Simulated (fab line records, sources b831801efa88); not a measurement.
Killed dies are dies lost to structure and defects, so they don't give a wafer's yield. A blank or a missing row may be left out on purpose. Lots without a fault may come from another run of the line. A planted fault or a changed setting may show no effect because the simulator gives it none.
A struck lot beside a sound one | flow gf180mcu | 14 steps out of a route of 602
Sound: wafers L732.2, L732.3, L732.5. Struck: wafers L726.2, L726.4, L726.6. The cause comes at the end.
At each step with rows: each side's tool, then ch and its chambers, then its first start. Under that, the readings that differ: sound wafers | struck wafers | difference of the means | sigmas: that difference in standard deviations of wafers without a fault.
alike: readings whose means differ by less than 2 such deviations, and words and numbers that are the same on both sides. not compared: withheld readings, readings that some wafer has no value for, bounds like >300 that may hide the same value, and numbers for which the record gives no deviation and whose values overlap.
The two part at a step that has a row with sigmas, a row that says differs or no value, or rows on one side only. Numbers that don't overlap but have no deviation are shown without sigmas and don't part them. A reading that every wafer of one side lacks parts them only if that side has two wafers or more.

GF_V3_STRIP_18: strips in O2/N2.
  sound on plasma_asher-02 ch 0,1, day 29 06:30; struck on plasma_asher-03 ch 0,1, day 27 12:34
  alike: chamber_pressure_mTorr, drypump_motor_current_A, heater_power_w, oes_product_au
  not compared: rf_hours_counter_h
then, 4 steps without rows for these wafers: GF_V3_STRIP_19 (strips in post etch residue remover, time 1200 s); GF_V3_CLEAN_20 (cleans in DIW); GF_V3_SPUTTER_21 (material Ti, target thk 15 nm, time 80.02 s); GF_V3_SPUTTER_22 (material TiN, target thk 10 nm, time 40 s).
GF_V3_CVD_23: deposits W, target thk 350 nm, time 104.9 s.
  sound on cvd_w-01 ch 0,1, day 29 07:15; struck on cvd_w-01 ch 1, day 27 13:13
  alike: heater_power_w
GF_V3_RS_MEAS_24: measures by four-point-probe.
  sound on film_metro-01, day 29 07:23; struck on film_metro-02, day 27 13:20
  alike: V3_W_RS
GF_V3_THK_MEAS_25: measures by xrf.
  sound on film_metro-01, day 29 07:29; struck on film_metro-02, day 27 13:27
  reading       | sound       | struck      | difference | sigmas
  V3_W_THK (nm) | 354 348 353 | 373 367 370 | +18        | +3
GF_V3_CMP_26: polishes, stops on SiO2, t overpolish 15 s, target thk 0 nm.
  sound on cmp-01 ch 0,1, day 29 07:32; struck on cmp-02 ch 0,1,2, day 27 13:36
  alike: edge_zone_pressure_frac, head_pressure_psi, motor_current_A, overpolish_run_s, time_to_endpoint_s
GF_M4_SPUTTER_00: material Ti, target thk 37.5 nm, time 150 s.
  sound on pvd_sputter-01, day 29 07:50; struck on pvd_sputter-03, day 27 13:48
  alike: cathode_dc_power_W, chamber_pressure_pa, throttle_valve_pct
then, 1 step without rows for these wafers: GF_M4_SPUTTER_01 (material TiN, target thk 30 nm, time 25 s).
GF_M4_SPUTTER_02: material AlCu, target thk 450 nm, time 23.9 s.
  sound on pvd_sputter-01, day 29 07:58; struck on pvd_sputter-03, day 27 13:56
  alike: cathode_dc_power_W, chamber_pressure_pa, throttle_valve_pct
GF_M4_SPUTTER_03: material Ti, target thk 10 nm, time 6.7 s.
  sound on pvd_sputter-01, day 29 08:00; struck on pvd_sputter-03, day 27 13:58
  no value came back on the struck wafers for cathode_dc_power_W (W), chamber_pressure_pa (Pa), throttle_valve_pct (%), time_s (s); on the sound wafers cathode_dc_power_W (W) reads 3000.0 3001.2 3000.4
then, 1 step without rows for these wafers: GF_M4_SPUTTER_04 (material TiN, target thk 50 nm, time 41.7 s).

WHERE THEY PART
First at GF_V3_THK_MEAS_25; last, within this record, at GF_M4_SPUTTER_03.

WHY: what the simulator had put in
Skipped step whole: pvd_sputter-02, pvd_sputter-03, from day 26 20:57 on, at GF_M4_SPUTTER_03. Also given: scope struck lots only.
